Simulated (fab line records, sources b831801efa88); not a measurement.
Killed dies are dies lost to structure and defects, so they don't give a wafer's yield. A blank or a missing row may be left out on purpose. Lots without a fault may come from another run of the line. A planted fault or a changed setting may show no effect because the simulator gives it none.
Chamber matching | flow sky130 | SKY_VIA1_CMP_24 on cmp-01: 4 sister chambers
The step polishes, stops on SiO2, t overpolish 15 s, target thk 0 nm. 14 wafers are shown with their chamber, then 7 later ones without.

WAFERS WITH THEIR CHAMBER
wafer  | chamber | time_to_endpoint_s (s) | motor_current_A (A) | overpolish_run_s (s)
L370.3 | 2       | 72                     | 11.5                | 14.990
L370.4 | 1       | 61                     | 10.7                | 15.003
L370.6 | 3       | 72                     | 10.5                | 15.010
L371.2 | 2       | 69                     | 10.9                | 14.996
L371.3 | 0       | 62                     | 11.5                | 14.996
L371.4 | 3       | 70                     | 10.8                | 14.988
L375.2 | 1       | 58                     | 10.2                | 14.994
L375.3 | 0       | 62                     | 10.8                | 14.983
L375.5 | 0       | 62                     | 12.2                | 15.007
L376.1 | 2       | 68                     | 11.2                | 15.001
L376.5 | 1       | 59                     | 10.4                | 15.005
L376.6 | 2       | 69                     | 11.2                | 15.009
L382.1 | 1       | 59                     | 10.2                | 14.997
L382.2 | 3       | 76                     | 10.6                | 14.997

SIGNATURES (means of the wafers above)
reading            | chamber 0 | chamber 1 | chamber 2 | chamber 3 | scatter within a chamber
time_to_endpoint_s | 62.00     | 59.25     | 69.50     | 72.67     | 1.8
motor_current_A    | 11.500    | 10.375    | 11.200    | 10.633    | 0.371
overpolish_run_s   | 14.99533  | 14.99975  | 14.99900  | 14.99833  | 0.00898
Rule: a wafer's distance from a chamber is the root of the sum, over the readings, of the square of ((its reading less the chamber's mean) divided by the reading's scatter). The wafer belongs to the nearest chamber; if the next one is less than 2 further off, it can't be placed. The scatter: the root of (the sum of the squares of (reading less its chamber's mean) over the shown wafers, divided by (wafers less chambers)).

WAFERS WITHOUT THEIR CHAMBER
wafer  | time_to_endpoint_s (s) | motor_current_A (A) | overpolish_run_s (s)
L382.4 | 75                     | 11.4                | 15.007
L386.1 | 61                     | 12.2                | 14.988
L386.4 | 69                     | 11.7                | 14.992
L386.5 | 62                     | 12.1                | 15.002
L391.1 | 69                     | 10.7                | 15.009
L391.2 | 67                     | 11.8                | 15.013
L391.3 | 56                     | 10.5                | 14.972

WHICH CHAMBER EACH WENT THROUGH
wafer  | from the rows above     | in truth
L382.4 | can't be placed: 3 or 2 | 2
L386.1 | 0                       | 0
L386.4 | 2                       | 2
L386.5 | 0                       | 0
L391.1 | can't be placed: 2 or 3 | 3
L391.2 | can't be placed: 2 or 0 | 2
L391.3 | can't be placed: 1 or 0 | 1
Placed correctly: 3 of 7. Can't be placed from these rows: 4 (the true chamber is among the candidates in 4). Placed wrongly: 0.
